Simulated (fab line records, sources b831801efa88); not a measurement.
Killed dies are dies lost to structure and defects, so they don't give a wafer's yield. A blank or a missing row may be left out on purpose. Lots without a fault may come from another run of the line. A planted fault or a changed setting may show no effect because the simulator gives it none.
A struck lot beside a sound one | flow sky130 | 43 steps out of a route of 708
Sound: wafers L747.2, L747.3, L747.4. Struck: wafer L739.5. (L739.2 of the same lot was not struck and is left out.) The cause comes at the end.
At each step with rows: each side's tool, then ch and its chambers, then its first start. Under that, the readings that differ: sound wafers | struck wafers | difference of the means | sigmas: that difference in standard deviations of wafers without a fault.
alike: readings whose means differ by less than 2 such deviations, and words and numbers that are the same on both sides. not compared: withheld readings, readings that some wafer has no value for, bounds like >300 that may hide the same value, and numbers for which the record gives no deviation and whose values overlap.
The two part at a step that has a row with sigmas, a row that says differs or no value, or rows on one side only. Numbers that don't overlap but have no deviation are shown without sigmas and don't part them. A reading that every wafer of one side lacks parts them only if that side has two wafers or more.

first, 1 step without rows for these wafers: SKY_LDD_N_IMPLANT_15.
SKY_LDD_N_STRIP_16: strips in O2/N2.
  sound on plasma_asher-04 ch 0,1, day 24 10:10; struck on plasma_asher-03 ch 1, day 22 00:32
  alike: chamber_pressure_mTorr, drypump_motor_current_A, oes_product_au, strip_time_to_endpoint_s
  not compared: rf_hours_counter_h
SKY_LDD_N_TW_MEAS_17:
  sound on film_metro-02, day 24 10:17; struck on film_metro-01, day 22 00:39
  alike: LDD_N_TW
then, 7 steps without rows for these wafers: SKY_LDD_P_DEHYDRATE_00 (time 60 s); SKY_LDD_P_HMDS_01 (prime time 60 s); SKY_LDD_P_COAT_02 (resist thk 1140 nm); SKY_LDD_P_SOFTBAKE_03 (time 60 s); SKY_LDD_P_EXPOSE_04 (exposes mask PSDM, target cd 380 nm); SKY_LDD_P_PEB_05; SKY_LDD_P_DEVELOP_06 (develop time 60 s).
SKY_LDD_P_CD_MEAS_07: target cd 380 nm.
  sound on cd_sem-02, day 25 16:12; struck on cd_sem-01, day 23 06:25
  alike: cd_nm
SKY_LDD_P_OVL_MEAS_08:
  sound on overlay-02, day 25 16:19; struck on overlay-01, day 23 06:31
  alike: LDD_P_OVL
SKY_LDD_P_IMPLANT_09:
  sound on implanter-03 ch 0, day 25 16:22; struck on implanter-02 ch 0, day 23 06:34
SKY_LDD_P_STRIP_10: strips in O2/N2.
  sound on plasma_asher-01 ch 0,1, day 25 16:29; struck on plasma_asher-02 ch 0, day 23 06:41
  alike: chamber_pressure_mTorr, drypump_motor_current_A, oes_product_au, strip_time_to_endpoint_s
  not compared: rf_hours_counter_h
SKY_LDD_P_TW_MEAS_11:
  sound on film_metro-02, day 25 16:36; struck on film_metro-03, day 23 06:48
  alike: LDD_P_TW
then, 7 steps without rows for these wafers: SKY_LDD_HVN_DEHYDRATE_00 (time 60 s); SKY_LDD_HVN_HMDS_01 (prime time 60 s); SKY_LDD_HVN_COAT_02 (resist thk 300 nm); SKY_LDD_HVN_SOFTBAKE_03 (time 60 s); SKY_LDD_HVN_EXPOSE_04 (exposes mask HVNTM, target cd 700 nm); SKY_LDD_HVN_PEB_05; SKY_LDD_HVN_DEVELOP_06 (develop time 60 s).
SKY_LDD_HVN_OVL_MEAS_07:
  sound on overlay-02, day 26 21:10; struck on overlay-02, day 24 11:57
  reading          | sound       | struck | difference | sigmas
  LDD_HVN_OVL (nm) | 3.0 1.5 2.2 | -2.9   | -5.1       | -3
then, 1 step without rows for these wafers: SKY_LDD_HVN_IMPLANT_08.
SKY_LDD_HVN_STRIP_09: strips in O2/N2.
  sound on plasma_asher-03 ch 0,1, day 26 21:20; struck on plasma_asher-04 ch 0, day 24 12:08
  alike: chamber_pressure_mTorr, drypump_motor_current_A, oes_product_au, strip_time_to_endpoint_s
  not compared: rf_hours_counter_h
SKY_LDD_HVN_TW_MEAS_10:
  sound on film_metro-03, day 26 21:27; struck on film_metro-04, day 24 12:14
  alike: LDD_HVN_TW
then, 7 steps without rows for these wafers: SKY_LDD_HVP_DEHYDRATE_00 (time 60 s); SKY_LDD_HVP_HMDS_01 (prime time 60 s); SKY_LDD_HVP_COAT_02 (resist thk 300 nm); SKY_LDD_HVP_SOFTBAKE_03 (time 60 s); SKY_LDD_HVP_EXPOSE_04 (exposes mask HVPTM, target cd 700 nm); SKY_LDD_HVP_PEB_05; SKY_LDD_HVP_DEVELOP_06 (develop time 60 s).
SKY_LDD_HVP_OVL_MEAS_07:
  sound on overlay-02, day 28 02:34; struck on overlay-02, day 25 18:41
  alike: LDD_HVP_OVL
then, 1 step without rows for these wafers: SKY_LDD_HVP_IMPLANT_08.
SKY_LDD_HVP_STRIP_09: strips in O2/N2.
  sound on plasma_asher-03 ch 0,1, day 28 02:44; struck on plasma_asher-02 ch 0, day 25 18:52
  reading               | sound             | struck | difference | sigmas
  oes_product_au (a.u.) | 0.417 0.417 0.416 | 0.406  | -0.011     | -2
  alike: chamber_pressure_mTorr, drypump_motor_current_A, strip_time_to_endpoint_s
  not compared: rf_hours_counter_h
SKY_LDD_HVP_TW_MEAS_10:
  sound on film_metro-02, day 28 02:51; struck on film_metro-03, day 25 18:59
  reading    | sound       | struck | difference | sigmas
  LDD_HVP_TW | 454 451 450 | 462    | +10        | +3
then, 5 steps without rows for these wafers: SKY_LDD_LDN_DEHYDRATE_00 (time 60 s); SKY_LDD_LDN_HMDS_01 (prime time 60 s); SKY_LDD_LDN_COAT_02 (resist thk 1140 nm); SKY_LDD_LDN_SOFTBAKE_03 (time 60 s); SKY_LDD_LDN_EXPOSE_04 (exposes mask LDNTM, target cd 700 nm).
-- the record jumps here: 23 days lie between the struck wafers' starts before and after (it left off in module LDD_LDN and takes up again in module PAD_OPEN, whose first step shown is number 708 of the route) --
SKY_PAD_OPEN_PROBE_99:
  sound on prober-02, day 50 01:41; struck on prober-01, day 48 17:44
  reading                                 | sound                   | struck  | difference | sigmas
  model.etest.tip_p.rs_ohm_sq_range       | 126.5 162.1 120.4       | 3356    | +3220      |
  model.etest.pfet_01v8.drive_ua_um_range | 4.53 9.462 8.752        | 14.31   | +6.73      |
  model.etest.pfet_01v8.vt_v_range        | 0.01671 0.01212 0.01094 | 0.04653 | +0.03327   |
  alike: killed_at_M0_to_M3, killed_at_M4_up, killed_at_contacts, killed_at_front_end, killed_at_other, killed_dies, killed_open, killed_short

WHERE THEY PART
First at SKY_LDD_HVN_OVL_MEAS_07; last, within this record, at SKY_LDD_HVP_TW_MEAS_10. Later steps at which nothing parts them and some readings are alike: SKY_PAD_OPEN_PROBE_99.

WHY: what the simulator had put in
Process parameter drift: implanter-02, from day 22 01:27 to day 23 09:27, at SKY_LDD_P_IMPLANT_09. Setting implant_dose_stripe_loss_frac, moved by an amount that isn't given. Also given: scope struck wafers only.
